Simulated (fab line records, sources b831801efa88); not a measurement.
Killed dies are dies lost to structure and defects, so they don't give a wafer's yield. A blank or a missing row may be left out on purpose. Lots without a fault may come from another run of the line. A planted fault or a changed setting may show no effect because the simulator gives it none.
Split-lot experiment | flow sfq_line | 5 lots, 23 wafers read, on a route of 325 steps

THE SPLIT
At SFQ_TRILAYER_M7_DEP_SPUTTER_175 (material Nb, target thk 200 nm, time 133.3 s), the setting power_w was moved away from the recipe's 2000 W on 7 of the 23 wafers read, by -10.6% to +6.4%. The other wafers ran this setting at the recipe's value.

FROM THE SPLIT TO THE READING: what the file shows between them, 3 steps
- SFQ_M7_RS_MEAS_943: measures by four-point-probe
- SFQ_TRILAYER_M7_LITHO_COAT_177: resist thk 600 nm (also split here: resist_thk_nm)
- SFQ_TRILAYER_M7_BARC_OPEN_METAL_ETCH_229: etches BARC in O2, target depth 125 nm, time 41.7 s (also split here: bias_w)

THE READING
oes_product_au, in a.u., at SFQ_TRILAYER_M7_ETCH_METAL_ETCH_180 (etches Nb in Cl2/Ar, stops on SiO2, target depth 240 nm, time 120 s). Fault-free wafers of this fab line usually give 0.895 a.u., standard deviation 0.0063 a.u..

wafer  | tool, chamber at the split | power_w as run, W | against the recipe | oes_product_au, a.u. | against lot-mates on the recipe
L074.1 | pvd_sputter-03, -          | 2000              | recipe             | 0.895                | -
L074.2 | pvd_sputter-03, -          | 2000              | recipe             | 0.900                | -
L074.4 | pvd_sputter-03, -          | 2128              | +6.4%              | 0.925                | +0.028
L074.5 | pvd_sputter-03, -          | 2128              | +6.4%              | 0.930                | +0.033
L074.6 | pvd_sputter-03, -          | 2000              | recipe             | 0.895                | -
L078.1 | pvd_sputter-05, -          | 2000              | recipe             | 0.902                | -
L078.3 | pvd_sputter-05, -          | 2000              | recipe             | 0.885                | -
L078.4 | pvd_sputter-05, -          | 2000              | recipe             | 0.900                | -
L081.1 | pvd_sputter-05, -          | 2000              | recipe             | 0.886                | -
L081.2 | pvd_sputter-05, -          | 2000              | recipe             | 0.892                | -
L081.3 | pvd_sputter-05, -          | 2000              | recipe             | 0.896                | -
L081.4 | pvd_sputter-05, -          | 2000              | recipe             | 0.896                | -
L081.5 | pvd_sputter-05, -          | 2000              | recipe             | 0.896                | -
L083.1 | pvd_sputter-03, -          | 2000              | recipe             | 0.901                | -
L083.3 | pvd_sputter-03, -          | 2095              | +4.8%              | 0.914                | +0.011
L083.4 | pvd_sputter-03, -          | 2095              | +4.8%              | 0.927                | +0.024
L083.5 | pvd_sputter-03, -          | 2000              | recipe             | 0.904                | -
L083.6 | pvd_sputter-03, -          | 2095              | +4.8%              | 0.921                | +0.018
L082.1 | pvd_sputter-05, -          | 2000              | recipe             | 0.911                | -
L082.2 | pvd_sputter-05, -          | 2000              | recipe             | 0.894                | -
L082.3 | pvd_sputter-05, -          | 1789              | -10.6%             | 0.840                | -0.063
L082.4 | pvd_sputter-05, -          | 2000              | recipe             | 0.905                | -
L082.6 | pvd_sputter-05, -          | 1789              | -10.6%             | 0.852                | -0.051

THE FIT
A straight line over all 23 wafers: oes_product_au changes by +0.00484 a.u. for each +1% of power_w; r = +0.95; the points scatter about the line by 0.0063 a.u..
The same after taking each lot's own level away (the mean of its wafers on the recipe; 23 wafers): +0.00503 a.u. for each +1%; r = +0.96; scatter 0.0057 a.u..
On that fit, the largest move of power_w shifts the reading by 0.053 a.u..
The lots' own levels span 0.8932 to 0.9033 a.u., that is 1.6 times the standard deviation above.
So the lot-to-lot level changes the slope little: the two slopes agree.
Check: with one of the wafers moved furthest among these (-10.6%) left out of the fit, the line predicts -0.0492 a.u. for it against its lot-mates. It came out at -0.0633 a.u. against them.

OTHER SPLITS ON THESE WAFERS
These wafers also went through other splits before the reading. Each is held against what the fit with the lots' levels taken away leaves over:
other split on the same wafers                  | wafers away from the commonest value | r with oes_product_au (lot level and that fit taken away)
SFQ_TRILAYER_R5_LITHO_PEB_139 peb_time_s        | 7                                    | -0.09
SFQ_TRILAYER_C5_BARC_OPEN_VIA_ETCH_210 time_s   | 11                                   | -0.02
SFQ_TRILAYER_M6_LITHO_COAT_164 spin_rpm         | 6                                    | +0.06
SFQ_TRILAYER_M6_LITHO_PEB_162 peb_temp_c        | 9                                    | +0.18
SFQ_TRILAYER_I6_VIA_LITHO_EXPOSE_170 dose_mj    | 5                                    | +0.10
SFQ_TRILAYER_I6_VIA_ETCH_VIA_ETCH_172 bias_w    | 9                                    | -0.15
SFQ_TRILAYER_M7_LITHO_COAT_177 resist_thk_nm    | 9                                    | -0.24
SFQ_TRILAYER_M7_BARC_OPEN_METAL_ETCH_229 bias_w | 8                                    | +0.20

THE WHOLE CHAIN: every reading that the file lists as answering this split, in the file's order
step                                | what it does                                                        | reading                                                                                   | change (the file's fit)                   | r (the file's)
SFQ_TRILAYER_M7_DEP_SPUTTER_175     | material Nb, target thk 200 nm, time 133.3 s                        | Nb_of_TRILAYER_M7_DEP_SPUTTER_175.thk_nm (the simulator's own value, which no gauge read) | +1.98 nm for each +1% of the setting      | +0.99
SFQ_M7_RS_MEAS_943                  | measures by four-point-probe                                        | M7_NB_RS                                                                                  | -0.00935 for each +1% of the setting      | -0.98
SFQ_TRILAYER_M7_ETCH_METAL_ETCH_180 | etches Nb in Cl2/Ar, stops on SiO2, target depth 240 nm, time 120 s | oes_product_au                                                                            | +0.00507 a.u. for each +1% of the setting | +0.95

THE FILE'S OWN FIT
oes_product_au changes by +0.00507 a.u. for each +1% of power_w, r = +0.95.
